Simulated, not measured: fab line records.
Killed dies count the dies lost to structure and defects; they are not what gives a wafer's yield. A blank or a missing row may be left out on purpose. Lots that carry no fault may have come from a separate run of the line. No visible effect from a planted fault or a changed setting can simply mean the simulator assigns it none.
Which tool did it?    flow gf180mcu    12 lots with 36 wafers sampled at 3 steps, on a route of 602 steps

## WHAT THE GAUGES READ, wafer by wafer
GF_TOP_METAL_THK_MEAS_06: measures by xrf. Usual: TOP_METAL_ALCU_THK 890 nm, standard deviation 12.
lot   measured      on             TOP_METAL_ALCU_THK (nm)  flag
L953  day 27 22:33  film-metro-03  862 878 892              
L954  day 28 00:49  film-metro-04  894 894 874              
L955  day 28 02:05  film-metro-03  883 879 876              
L956  day 28 20:13  film-metro-02  898 897 888              
L960  day 29 22:50  film-metro-03  880 886 872              
L961  day 30 07:25  film-metro-03  875 893 869              
L962  day 30 11:17  film-metro-03  875 892 879              
L965  day 31 06:22  film-metro-02  882 891 911              
L971  day 32 16:41  film-metro-04  903 882 887              
L972  day 33 04:28  film-metro-03  904 888 899              
L973  day 33 03:50  film-metro-04  888 872 881              
L974  day 33 11:23  film-metro-02  904 896 906              

## WHAT TOOL EACH LOT RAN ON (gives the tool, then ch and the chambers of the sampled wafers, and finally the start)
lot   GF_V1_CVD_00                      GF_TOP_METAL_SPUTTER_03
L953  hdpcvd-02 ch 0,2, day 17 19:53    pvd-sputter-01, day 27 22:23
L954  hdpcvd-01 ch 0,1,2, day 17 22:56  pvd-sputter-01, day 28 00:38
L955  hdpcvd-02 ch 0,2, day 18 01:31    pvd-sputter-03, day 28 01:53
L956  hdpcvd-01 ch 0,1,2, day 18 21:57  pvd-sputter-03, day 28 20:02
L960  hdpcvd-01 ch 0,1,2, day 20 06:30  pvd-sputter-03, day 29 22:40
L961  hdpcvd-01 ch 0,1,2, day 20 19:00  pvd-sputter-01, day 30 07:15
L962  hdpcvd-01 ch 1,2, day 21 00:03    pvd-sputter-01, day 30 11:07
L965  hdpcvd-02 ch 0,1, day 22 01:59    pvd-sputter-01, day 31 06:12
L971  hdpcvd-01 ch 0,1, day 24 00:16    pvd-sputter-03, day 32 16:30
L972  hdpcvd-01 ch 0,1,2, day 24 06:19  pvd-sputter-01, day 33 04:16
L973  hdpcvd-01 ch 1,2, day 24 14:11    pvd-sputter-03, day 33 03:40
L974  hdpcvd-01 ch 1,2, day 24 21:19    pvd-sputter-01, day 33 11:13
- GF_V1_CVD_00: deposits SiO2, target thk 600 nm, time 100 s.
- GF_TOP_METAL_SPUTTER_03: material Ti, target thk 5 nm, time 3.3 s.

## AS READ BY THE TOOLS THEMSELVES (means over the sampled wafers that have a number; for cases with no such wafer, the mark the record gives instead)
GF_V1_CVD_00. Usual: 60.02 sccm for sih4-flow-sccm, sd 0.18.
lot   tool       sih4-flow-sccm (sccm)  flag
L953  hdpcvd-02  60.02                  
L954  hdpcvd-01  60.02                  
L955  hdpcvd-02  59.93                  
L956  hdpcvd-01  60.10                  
L960  hdpcvd-01  59.90                  
L961  hdpcvd-01  60.01                  
L962  hdpcvd-01  59.86                  
L965  hdpcvd-02  60.09                  
L971  hdpcvd-01  59.83                  
L972  hdpcvd-01  60.24                  
L973  hdpcvd-01  59.91                  
L974  hdpcvd-01  59.81                  

GF_TOP_METAL_SPUTTER_03. Usual: 29.6 % for throttle-valve-pct, sd 0.78.
lot   tool            throttle-valve-pct (%)  flag
L953  pvd-sputter-01  28.9                    
L954  pvd-sputter-01  29.0                    
L955  pvd-sputter-03  30.4                    
L956  pvd-sputter-03  29.8                    
L960  pvd-sputter-03  30.0                    
L961  pvd-sputter-01  29.5                    
L962  pvd-sputter-01  29.7                    
L965  pvd-sputter-01  29.1                    
L971  pvd-sputter-03  30.1                    
L972  pvd-sputter-01  28.7                    
L973  pvd-sputter-03  29.9                    
L974  pvd-sputter-01  29.7                    

## THE ANSWER, worked out from the rows above alone
Rule: lot off if the mean of its wafers having a number is beyond 3 standard deviations from the usual mean. A lot without any number at a reading at which 4 lots or more have one is off too. All remaining lots with rows at the step are treated as sound. First the gauges in route order, then the tools' own readings, where a lot's mean is used as printed above. The first step at which some lot is off is used, and at that step the reading that is off furthest; a lot without a number counts as furthest.
Nothing can be told from this: no lot is off at any reading shown.

## WHAT HAD BEEN PUT IN BY THE SIMULATOR
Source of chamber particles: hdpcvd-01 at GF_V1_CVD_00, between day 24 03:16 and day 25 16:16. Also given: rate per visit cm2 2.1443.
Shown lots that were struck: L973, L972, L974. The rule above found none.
